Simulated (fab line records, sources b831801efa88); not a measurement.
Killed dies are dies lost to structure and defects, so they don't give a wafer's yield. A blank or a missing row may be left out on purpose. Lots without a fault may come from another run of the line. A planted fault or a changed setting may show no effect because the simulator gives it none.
Which tool did it? | flow gf180mcu | 7 lots, 21 wafers sampled, at 2 steps of a route of 602

WHAT THE GAUGES READ, wafer by wafer
GF_V1_BOW_MEAS_05.
lot  | measured     | on            | V1_BOW (um)
L966 | day 17 18:19 | film_metro-02 | 85 83 87
L969 | day 19 07:31 | film_metro-03 | 82 73 85
L971 | day 19 16:59 | film_metro-04 | 85 88 74
L973 | day 20 08:59 | film_metro-03 | 82 80 76
L982 | day 24 01:34 | film_metro-02 | 69 78 78
L984 | day 24 08:28 | film_metro-03 | 79 88 89
L986 | day 25 02:41 | film_metro-02 | 80 96 86

WHICH TOOL RAN EACH LOT (tool, then ch and the chambers of the sampled wafers, then the start)
lot  | GF_V1_CVD_02
L966 | pecvd-01 ch 0,1,2, day 17 17:52
L969 | pecvd-01 ch 0,2, day 19 07:05
L971 | pecvd-04 ch 0,1,2, day 19 16:32
L973 | pecvd-01 ch 0,2, day 20 08:31
L982 | pecvd-01 ch 0,1,2, day 24 01:08
L984 | pecvd-01 ch 1,2, day 24 08:01
L986 | pecvd-02 ch 1,2, day 25 02:15
- GF_V1_CVD_02: deposits SiO2 from TEOS, target thk 850 nm, time 94.851 s.

THE ANSWER, worked out from the rows above alone
Rule: what is usual is taken from the lots themselves. Put in order of their means at a reading, lots are off if they are a third of the lots or fewer, leave a main group of 4 or more, and stand apart from it by a gap of 3 or more times the standard deviation of the main group's means; of several such gaps the widest counts. A main group whose means are all the same, to the digits that the tables above print for the reading, isn't used. A lot without any number at a reading at which 4 lots or more have one is off too. The other lots that the step has rows for count as sound.
No lot is off at any reading shown: from this, nothing can be told.

WHAT THE SIMULATOR HAD PUT IN
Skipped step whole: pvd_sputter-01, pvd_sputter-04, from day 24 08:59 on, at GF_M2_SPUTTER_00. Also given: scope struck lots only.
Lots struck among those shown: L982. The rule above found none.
